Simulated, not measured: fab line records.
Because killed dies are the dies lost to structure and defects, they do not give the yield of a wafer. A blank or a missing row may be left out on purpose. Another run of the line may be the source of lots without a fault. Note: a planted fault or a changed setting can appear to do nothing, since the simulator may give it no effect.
One fault seen from 2 desks    flow sky130    each desk holds nothing but its own numbers, with what lay behind them at the end

== FOR THE TOOL OWNER'S DESK: pvd sputter-01 ==
The tool's own readings at SKY_METAL1_SPUTTER_02 (material AlCu, target thk 250 nm, time 13.3 s): means of the sampled wafers that have a number, for each lot that ran on this tool. A lot is out of limits, marked OUT, if its mean lies more than 4 standard deviations from the usual mean; the brackets give that distance.
Columns: A = throttle valve pct at SKY_METAL1_SPUTTER_02, usual 30.0 %
lot   first seen here  A
L766  day 33 04:56     30.5
L771  day 34 22:04     28.9
L773  day 35 07:35     29.6
L779  day 37 13:34     29.8
L780  day 37 17:10     29.5
L785  day 38 20:04     29.9
L787  day 39 06:23     29.7
L788  day 39 15:54     29.8
Finding of this desk: none of the 8 lots has anything out of limits.

== METROLOGY DESK ==
What the gauges read, lot by lot, whatever tool the lot ran on: means of the sampled wafers that have a number. A lot is out of limits, marked OUT, if its mean lies more than 4 standard deviations from the usual mean; the brackets give that distance.
Columns: A = CONTACT_CVD_00_THK at SKY_CONTACT_THK_MEAS_01, usual 75.1 nm; B = METAL1_ALCU_RS at SKY_METAL1_RS_MEAS_05, usual 0.1269 ohm/sq; C = METAL1_ALCU_THK at SKY_METAL1_THK_MEAS_06, usual 246 nm
lot   first seen here  A     B                  C
L766  day 31 22:28     74.7  0.1267             245
L767  day 32 16:14     75.9  0.1276             248
L771  day 33 16:44     74.4  0.1394 (+8.3) OUT  227 (-5.7) OUT
L773  day 34 02:19     75.1  0.1394 (+8.4) OUT  229 (-5.1) OUT
L779  day 36 08:23     75.0  0.1285             246
L780  day 36 11:34     75.5  0.1267             246
L783  day 37 07:31     75.1  0.1270             247
L785  day 37 15:13     76.1  0.1264             248
L787  day 38 02:51     74.7  0.1251             249
L788  day 38 11:28     74.6  0.1263             251
This desk's result: L771, L773 out of limits, first on L771 (METAL1_ALCU_RS at SKY_METAL1_RS_MEAS_05), day 34 22:12. In limits: L766, L767, L779, L780, L783, L785, L787, L788.

== PUT TOGETHER ==
An alarm was possible from the metrology desk at day 34 22:12, on L771, L773.
The tool owner's desk saw nothing out of limits.
The tool owner's desk has L771, L773 on record, within its limits.
SKY_METAL1_SPUTTER_02 was run on pvd sputter-01 by each of the lots named.

== WHAT WAS PUT IN BY THE SIMULATOR ==
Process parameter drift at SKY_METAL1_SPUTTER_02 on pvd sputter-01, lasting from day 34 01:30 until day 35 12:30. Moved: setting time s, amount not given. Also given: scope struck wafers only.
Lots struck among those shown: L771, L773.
Hours from the fault's start to each desk's first reading out of limits: the metrology desk, 21.
